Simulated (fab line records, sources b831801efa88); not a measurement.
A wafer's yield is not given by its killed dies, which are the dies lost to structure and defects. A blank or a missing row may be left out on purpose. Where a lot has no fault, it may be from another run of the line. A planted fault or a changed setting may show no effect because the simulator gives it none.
Matching of chambers + flow sky130 + SKY_VIA2_CMP_24 on cmp-01: 4 sister chambers
The step polishes, stops on SiO2, t overpolish 20 s, target thk 0 nm. 4 wafers are shown with their chamber, then 12 later ones without.

WAFERS PAIRED WITH THEIR CHAMBERS
| wafer  | chamber | time_to_endpoint_s (s) |
|--------|---------|------------------------|
| L087.4 | 0       | 101                    |
| L088.5 | 3       | 94                     |
| L089.4 | 2       | 99                     |
| L089.6 | 1       | 107                    |

WAFERS WHOSE CHAMBER IS MISSING
| wafer  | time_to_endpoint_s (s) |
|--------|------------------------|
| L090.1 | 99                     |
| L090.2 | 108                    |
| L090.5 | 105                    |
| L091.1 | 106                    |
| L091.3 | 95                     |
| L091.4 | 95                     |
| L095.3 | 98                     |
| L095.4 | 97                     |
| L095.5 | 94                     |
| L095.1 | 104                    |
| L095.2 | 101                    |
| L095.6 | 100                    |

WHICH CHAMBER EACH ONE RAN IN
| wafer  | from the rows above          | in truth                   |
|--------|------------------------------|----------------------------|
| L090.1 | can't be placed: 2 or 0      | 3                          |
| L090.2 | 1                            | 1                          |
| L090.5 | can't be placed: 1 or 0      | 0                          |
| L091.1 | 1                            | 1                          |
| L091.3 | 3                            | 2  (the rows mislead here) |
| L091.4 | 3                            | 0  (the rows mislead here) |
| L095.3 | can't be placed: 2 or 0      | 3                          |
| L095.4 | can't be placed: 2 or 3 or 0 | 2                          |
| L095.5 | 3                            | 3                          |
| L095.1 | can't be placed: 0 or 1 or 2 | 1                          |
| L095.2 | can't be placed: 0 or 2      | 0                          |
| L095.6 | can't be placed: 0 or 2      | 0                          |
Correct placement for 3 of the 12. From these rows, 7 cannot be placed; in 5 the true chamber is one of the candidates. Wrongly placed: 2.
How it was worked out, from the rows above alone: a wafer's distance from a chamber is the root of the sum, over the readings, of the square of ((its reading less the chamber's mean) divided by the reading's scatter). The wafer belongs to the nearest chamber; if the next one is less than 2 further off, it can't be placed. Each chamber's mean is taken over the wafers shown for it. The scatter: root of mean squared gap, hidden wafer to nearest shown wafer, with one shown wafer a chamber.
